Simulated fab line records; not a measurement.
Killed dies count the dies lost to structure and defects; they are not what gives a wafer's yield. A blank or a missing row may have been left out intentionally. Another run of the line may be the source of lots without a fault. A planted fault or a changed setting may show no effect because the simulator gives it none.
Problem report, 8D (eight disciplines) form, completed by code || flow gf180mcu || the parts of the form that need people (team, actions taken, sign-off) are left out

== 1. THE PROBLEM ==
Mean of heaterPowerTotalW at GF_M3_SOFTBAKE_10: 94.64 W across 6 wafers in 2 lots; on wafers with no fault it is 93.05 W (standard deviation 0.059). Relative to the usual mean, that is a shift of +27 standard deviations.
The step: time 60 s.
First seen on wafer L622.1, day 24 05:00, on lithoTrack-01. The record has a number at this step for 39 wafers belonging to 13 lots. Rule for "out" (also "out of limits"): further than 4 standard deviations from the usual mean. Any other wafer with a number is counted as sound.

== 2. WHAT IT IS AND WHAT IT IS NOT ==
{"question": "which readings at this step", "is": "heaterPowerTotalW, runLengthS", "is not": "-"}
{"question": "which lots", "is": "L622, L624", "is not": "L614, L617, L618, L621, L623, L626, L628, L629, L634, L635, L636"}
{"question": "which wafers of those lots", "is": "all that have a number", "is not": "-"}
{"question": "read on which tools", "is": "lithoTrack-01", "is not": "lithoTrack-02, lithoTrack-04"}
{"question": "when", "is": "from day 24 05:00", "is not": "up to then (12 sound wafers); but 21 sound wafers of L623, L626, L628, L629, L634, L635, L636 came after"}

== 3. THE SUSPECTS, EACH WITH WHAT RULES IT OUT ==
Counting: a tool at a process step up to the reading stays a suspect if it ran every lot that is out and no sound lot after the first of them.
- lithoTrack-01 at GF_M3_SOFTBAKE_10 (time 60 s): ruled out as a lasting fault. After its first lot that is out, L622 (day 24 05:00), sound lots L635, L636 ran on it.
Left after counting: nothing in the record.

== 4. THE CAUSE (what the simulator had put in) ==
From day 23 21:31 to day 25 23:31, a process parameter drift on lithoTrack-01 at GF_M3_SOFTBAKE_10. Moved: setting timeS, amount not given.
Counting ruled it out, wrongly.

== 5. THE EFFECT CHAIN, in route order ==
Each row: a reading whose mean over the struck wafers that have a number lies more than 3 standard deviations from the usual. Readings are gone through only where the record gives a usual standard deviation; hours: the median, over the lots, of the time from a lot's start at the first step in this table giving one to that lot's start at this step; sigmas: the change measured in usual standard deviations.
{"hours": 0, "step": "GF_M3_SOFTBAKE_10", "reading": "heaterPowerTotalW", "usual": "93.05 W", "on struck wafers": 94.64, "change": "+1.59", "sigmas": "+27"}
{"hours": 0, "step": "GF_M3_SOFTBAKE_10", "reading": "runLengthS", "usual": "89.23 s", "on struck wafers": 85.98, "change": -3.25, "sigmas": -20}
Here are the process steps it includes:
- GF_M3_SOFTBAKE_10: time 60 s.
Later measuring or inspecting steps at which every struck wafer that the step has a row for has a number for every such reading, and none has moved that far: GF_V3_THK_MEAS_03.

== 6. HOW IT WOULD HAVE BEEN CAUGHT EARLIER ==
7 hours passed between the start of the fault at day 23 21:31 and the first reading out of limits in this record, taken at day 24 05:00.
